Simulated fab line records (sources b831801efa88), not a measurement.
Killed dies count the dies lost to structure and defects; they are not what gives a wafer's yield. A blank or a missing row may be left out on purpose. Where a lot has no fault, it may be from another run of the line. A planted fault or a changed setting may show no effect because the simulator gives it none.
A struck lot beside a sound one    flow sky130    15 out of 708 route steps
Sound: these wafers, L696.2, L696.4, L696.5. The struck wafers were L712.2, L712.3, L712.4. The cause is given at the end.
Per side, at each step with rows, come the tool, then ch with its chambers, and then its first start. Under that, the readings that differ: sound wafers    struck wafers    difference of the means    sigmas: that difference in standard deviations of wafers without a fault.
alike: a reading whose means differ by less than 2 such deviations, as well as words and numbers matching on both sides. not compared: withheld readings; readings where some wafer has no value; bounds like >300 that might hide an equal value; numbers whose values overlap and for which the record gives no deviation.
The two part at a step that has a row with sigmas, a row that says differs or no value, or rows on one side only. Numbers that don't overlap but have no deviation are shown without sigmas and don't part them. A reading that every wafer of one side lacks parts them only if that side has two wafers or more.

SKY_VIA3_SPUTTER_20: material TiN, target thk 20 nm, time 80 s.
  sound: pvdSputter-04 at day 40 03:50; struck: pvdSputter-03 at day 44 20:04
  alike: cathodeDcPowerW, throttleValvePct
SKY_VIA3_CVD_21: deposits W, target thk 390 nm, time 117.31 s.
  sound on cvdW-02 ch 0,1, day 40 03:53; struck on cvdW-01 ch 0,1, day 44 20:07
  alike: heaterPowerW
SKY_VIA3_RS_MEAS_22: a four-point-probe measurement.
  sound: filmMetro-02 at day 40 04:02; struck: filmMetro-04 at day 44 20:16
  alike: VIA3_W_RS
SKY_VIA3_THK_MEAS_23: measures by xrf.
  sound: filmMetro-02 at day 40 04:08; struck: filmMetro-04 at day 44 20:22
  alike: VIA3_W_THK
then, 1 step without rows for these wafers: SKY_VIA3_CMP_24 (polishes, stops on SiO2, t overpolish 20 s, target thk 0 nm).
SKY_METAL4_SPUTTER_00: material Ti, target thk 15 nm, time 10 s.
  sound: pvdSputter-03 at day 40 04:29; struck: pvdSputter-03 at day 44 20:43
  alike: cathodeDcPowerW, throttleValvePct
then, 2 steps without rows for these wafers: SKY_METAL4_SPUTTER_01 (material TiN, target thk 20 nm, time 16.7 s); SKY_METAL4_SPUTTER_02 (material AlCu, target thk 735 nm, time 39.1 s).
SKY_METAL4_SPUTTER_03: material Ti, target thk 5 nm, time 3.3 s.
  sound: pvdSputter-03 at day 40 04:35; struck: pvdSputter-03 at day 44 20:49
  alike: cathodeDcPowerW, throttleValvePct
SKY_METAL4_SPUTTER_04: material TiN, target thk 70 nm, time 58.3 s.
  sound: pvdSputter-03 at day 40 04:36; struck: pvdSputter-03 at day 44 20:50
  alike: cathodeDcPowerW, throttleValvePct
then, 1 step without rows for these wafers: SKY_CAP2M_CVD_00 (deposits SiO2, target thk 15.5 nm).
SKY_CAP2M_THK_MEAS_01:
  sound: filmMetro-03 at day 40 04:41; struck: filmMetro-01 at day 44 20:55
  alike: CAP2M_CVD_00_THK
SKY_CAP2M_SPUTTER_02: material TiN, target thk 200 nm, time 166.7 s.
  sound: pvdSputter-04 at day 40 04:44; struck: pvdSputter-01 at day 44 20:58
reading                                   sound                 struck                difference  sigmas
cathodeDcPowerW (W)                       6501.4 6501.1 6500.1  3516.7 3517.8 3516.5  -2983.9     -99 or more
model.TiN_of_CAP2M_SPUTTER_02.thkNm (nm)  196 197 200.5         108.3 109.7 112.4     -87.7       
  alike: throttleValvePct
SKY_CAP2M_RS_MEAS_03: a four-point-probe measurement.
  sound: filmMetro-03 at day 40 04:52; struck: filmMetro-04 at day 44 21:22
reading                sound           struck             difference  sigmas
CAP2M_TIN_RS (ohm/sq)  7.05 7.01 6.90  12.98 12.80 12.49  +5.77       +76
  not compared: hold
SKY_PAD_OPEN_PROBE_99:
  sound wafers here have rows in the record (prober-01, day 46 03:26); struck ones have none

WHERE THEY PART
Earliest at SKY_CAP2M_SPUTTER_02; latest, in this record, at SKY_PAD_OPEN_PROBE_99.

WHY: what had been put in by the simulator
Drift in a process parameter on pvdSputter-01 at SKY_CAP2M_SPUTTER_02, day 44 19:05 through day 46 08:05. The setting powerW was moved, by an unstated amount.
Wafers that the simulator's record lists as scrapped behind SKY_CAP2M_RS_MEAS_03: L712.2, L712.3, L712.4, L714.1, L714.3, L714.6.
